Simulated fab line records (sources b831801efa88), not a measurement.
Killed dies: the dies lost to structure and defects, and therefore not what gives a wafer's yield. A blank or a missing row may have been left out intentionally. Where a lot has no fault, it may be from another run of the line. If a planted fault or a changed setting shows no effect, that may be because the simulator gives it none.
Problem report, 8D (eight disciplines) form, completed by code / flow sky130 / the parts of the form that need people (team, actions taken, sign-off) are left out

1. THE PROBLEM
beam_energy_keV at SKY_LDD_N_IMPLANT_08 reads a mean of 20.392 on 6 wafers of 2 lots; wafers without a fault read 19.998 with a standard deviation of 0.0065. Relative to the usual mean, that is a shift of +61 standard deviations.
The first sign was on wafer L204.1 at day 21 01:25, on implanter-03. The record holds 41 wafers of 14 lots with a number at this step. By rule, "out" or "out of limits" means more than 4 standard deviations away from the usual mean. The other wafers with a number count as sound.

2. WHAT IT IS, AND WHAT IT ISN'T
question=which readings at this step | is=beam_energy_keV | is not=beam_on_s, rotation_deg
question=which lots | is=L204, L205 | is not=L197, L198, L199, L200, L201, L212, L213, L215, L217, L218, L219, L220
question=which wafers of those lots | is=all that have a number | is not=-
question=read on which tools | is=implanter-03 | is not=implanter-02, implanter-04
question=when | is=from day 21 01:25 | is not=up to then (15 sound wafers); but 20 sound wafers of L212, L213, L215, L217, L218, L219, L220 came after

3. WHAT RULES OUT EACH SUSPECT
Counting: a tool at any process step up to the reading remains a suspect when it ran all the lots that are out and ran no sound lot after the first of those.
- implanter-03 at SKY_LDD_N_IMPLANT_08: ruled out as a lasting fault. The sound lots L213, L215, L217, L219 went through it after L204, its earliest lot that is out (day 21 01:25).
Left after counting: nothing in the record.

4. THE CAUSE (what the simulator had put in)
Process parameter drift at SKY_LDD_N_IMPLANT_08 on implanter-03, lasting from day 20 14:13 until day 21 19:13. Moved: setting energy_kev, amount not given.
Counting ruled it out, wrongly.

5. SEQUENCE OF EFFECTS, ordered by route
Each row: a reading where the mean over the struck wafers with a number is more than 3 standard deviations away from the usual. Only readings for which the record gives a usual standard deviation are gone through. hours: the time from each lot's start at the first step in this table that gives one to its start at this step, as a median over the lots. sigmas: the change in usual standard deviations.
hours=0; step=SKY_LDD_N_IMPLANT_08; reading=beam_energy_keV; usual=19.998; on struck wafers=20.392; change=+0.394; sigmas=+61
Here are the process steps it includes:
- SKY_LDD_N_IMPLANT_08

6. HOW IT WOULD HAVE BEEN CAUGHT EARLIER
In this record no reading fell out of limits until day 21 01:25, 11 hours after the fault had begun at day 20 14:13.
